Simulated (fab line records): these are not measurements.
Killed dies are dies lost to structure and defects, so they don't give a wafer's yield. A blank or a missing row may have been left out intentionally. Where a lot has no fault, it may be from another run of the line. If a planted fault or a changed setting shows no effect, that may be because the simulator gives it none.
Which tool did it? -- flow gf180mcu -- 39 wafers from 13 lots sampled at 4 of the route's 602 steps

## WHAT EACH GAUGE READ, for each wafer
GF_V4_CD_MEAS_14 targets a cd of 260 nm. Usual: cdNm 260.0 nm, standard deviation 1.4.
lot,measured,on,cdNm (nm),flag
L832,day 24 13:32,cdSem-02,261.2 261.2 261.5,
L834,day 25 02:21,cdSem-01,257.1 256.6 257.0,
L835,day 25 11:30,cdSem-01,258.1 259.8 259.3,
L836,day 25 21:50,cdSem-02,261.3 260.3 261.3,
L837,day 26 07:10,cdSem-02,261.3 262.5 260.6,
L841,day 27 10:06,cdSem-01,260.1 259.0 260.1,
L843,day 28 00:57,cdSem-02,259.2 259.6 259.7,
L848,day 29 18:21,cdSem-02,259.3 260.3 258.5,
L850,day 30 02:19,cdSem-01,259.5 259.1 258.6,
L851,day 30 10:40,cdSem-02,258.9 260.2 260.0,
L853,day 30 20:38,cdSem-01,260.1 259.9 259.9,
L854,day 31 04:43,cdSem-01,260.5 261.8 260.4,
L855,day 31 07:26,cdSem-02,259.4 262.0 261.4,

## WHICH TOOL RAN EACH LOT (tool, then ch and the chambers of the sampled wafers, then the start)
lot,GF_M3_SPUTTER_04,GF_M4_SPUTTER_03,GF_V4_CVD_02
L832,"pvdSputter-01, day 20 13:19","pvdSputter-04, day 22 15:24","pecvd-02 ch 0,1,2, day 23 14:59"
L834,"pvdSputter-04, day 21 03:32","pvdSputter-03, day 23 04:31","pecvd-01 ch 0,1,2, day 24 03:51"
L835,"pvdSputter-02, day 21 13:19","pvdSputter-02, day 23 14:55","pecvd-02 ch 1,2, day 24 14:04"
L836,"pvdSputter-01, day 22 01:05","pvdSputter-03, day 24 01:49","pecvd-01 ch 0,1,2, day 25 00:30"
L837,"pvdSputter-02, day 22 10:47","pvdSputter-03, day 24 11:13","pecvd-01 ch 1,2, day 25 09:42"
L841,"pvdSputter-04, day 23 16:04","pvdSputter-02, day 25 15:01","pecvd-01 ch 1,2, day 26 13:14"
L843,"pvdSputter-02, day 24 07:41","pvdSputter-03, day 26 06:07","pecvd-04 ch 0,1,2, day 27 03:56"
L848,"pvdSputter-04, day 26 05:45","pvdSputter-02, day 28 01:46","pecvd-04 ch 0,1,2, day 28 21:39"
L850,"pvdSputter-01, day 26 14:17","pvdSputter-02, day 28 10:29","pecvd-01 ch 0,1,2, day 29 06:44"
L851,"pvdSputter-02, day 26 23:46","pvdSputter-04, day 28 18:55","pecvd-02 ch 0,1,2, day 29 15:31"
L853,"pvdSputter-01, day 27 13:29","pvdSputter-03, day 29 07:08","pecvd-02 ch 0,1,2, day 30 02:46"
L854,"pvdSputter-01, day 27 22:02","pvdSputter-04, day 29 15:13","pecvd-01 ch 0,1,2, day 30 10:30"
L855,"pvdSputter-02, day 28 00:03","pvdSputter-02, day 29 17:29","pecvd-01 ch 0,1,2, day 30 12:52"
- GF_M3_SPUTTER_04: material TiN, target thk 50 nm, time 41.7 s.
- GF_M4_SPUTTER_03: material Ti, target thk 10 nm, time 6.7 s.
- GF_V4_CVD_02: deposits SiO2 from TEOS, target thk 850 nm, time 94.851 s.

## WHAT THE TOOLS THEMSELVES READ (means of the sampled wafers that have a number; where no wafer has one, the mark that the record gives instead)
GF_M3_SPUTTER_04. Usual: throttleValvePct 30.2 %, standard deviation 1.
lot,tool,throttleValvePct (%),flag
L832,pvdSputter-01,30.1,
L834,pvdSputter-04,29.3,
L835,pvdSputter-02,30.4,
L836,pvdSputter-01,30.5,
L837,pvdSputter-02,30.0,
L841,pvdSputter-04,29.6,
L843,pvdSputter-02,30.3,
L848,pvdSputter-04,30.2,
L850,pvdSputter-01,30.8,
L851,pvdSputter-02,30.8,
L853,pvdSputter-01,30.4,
L854,pvdSputter-01,31.0,
L855,pvdSputter-02,30.1,

GF_M4_SPUTTER_03. Usual: throttleValvePct 30.2 %, standard deviation 0.89.
lot,tool,throttleValvePct (%),flag
L832,pvdSputter-04,29.2,
L834,pvdSputter-03,29.9,
L835,pvdSputter-02,30.4,
L836,pvdSputter-03,29.9,
L837,pvdSputter-03,30.1,
L841,pvdSputter-02,30.6,
L843,pvdSputter-03,30.0,
L848,pvdSputter-02,30.6,
L850,pvdSputter-02,30.7,
L851,pvdSputter-04,30.5,
L853,pvdSputter-03,30.2,
L854,pvdSputter-04,30.4,
L855,pvdSputter-02,30.4,

GF_V4_CVD_02. Usual: heaterPowerW 659 W, standard deviation 120.
lot,tool,heaterPowerW (W),flag
L832,pecvd-02,657,
L834,pecvd-01,610,
L835,pecvd-02,698,
L836,pecvd-01,645,
L837,pecvd-01,736,
L841,pecvd-01,657,
L843,pecvd-04,722,
L848,pecvd-04,754,
L850,pecvd-01,602,
L851,pecvd-02,619,
L853,pecvd-02,640,
L854,pecvd-01,677,
L855,pecvd-01,682,

## THE ANSWER, worked out from the rows above alone
Rule: a lot is off if the mean of its wafers that have a number lies more than 3 standard deviations from the usual mean. A lot without any number at a reading at which 4 lots or more have one is off too. Any other lot the step has rows for is counted as sound. After the gauges, taken in route order, come the tools' own readings; for these a lot's mean is taken, as printed above. The first step at which some lot is off is used, and at that step the reading that is off furthest; a lot without a number counts as furthest.
No lot is off on any of the readings shown, so nothing can be concluded from this.

## WHAT WAS PUT IN BY THE SIMULATOR
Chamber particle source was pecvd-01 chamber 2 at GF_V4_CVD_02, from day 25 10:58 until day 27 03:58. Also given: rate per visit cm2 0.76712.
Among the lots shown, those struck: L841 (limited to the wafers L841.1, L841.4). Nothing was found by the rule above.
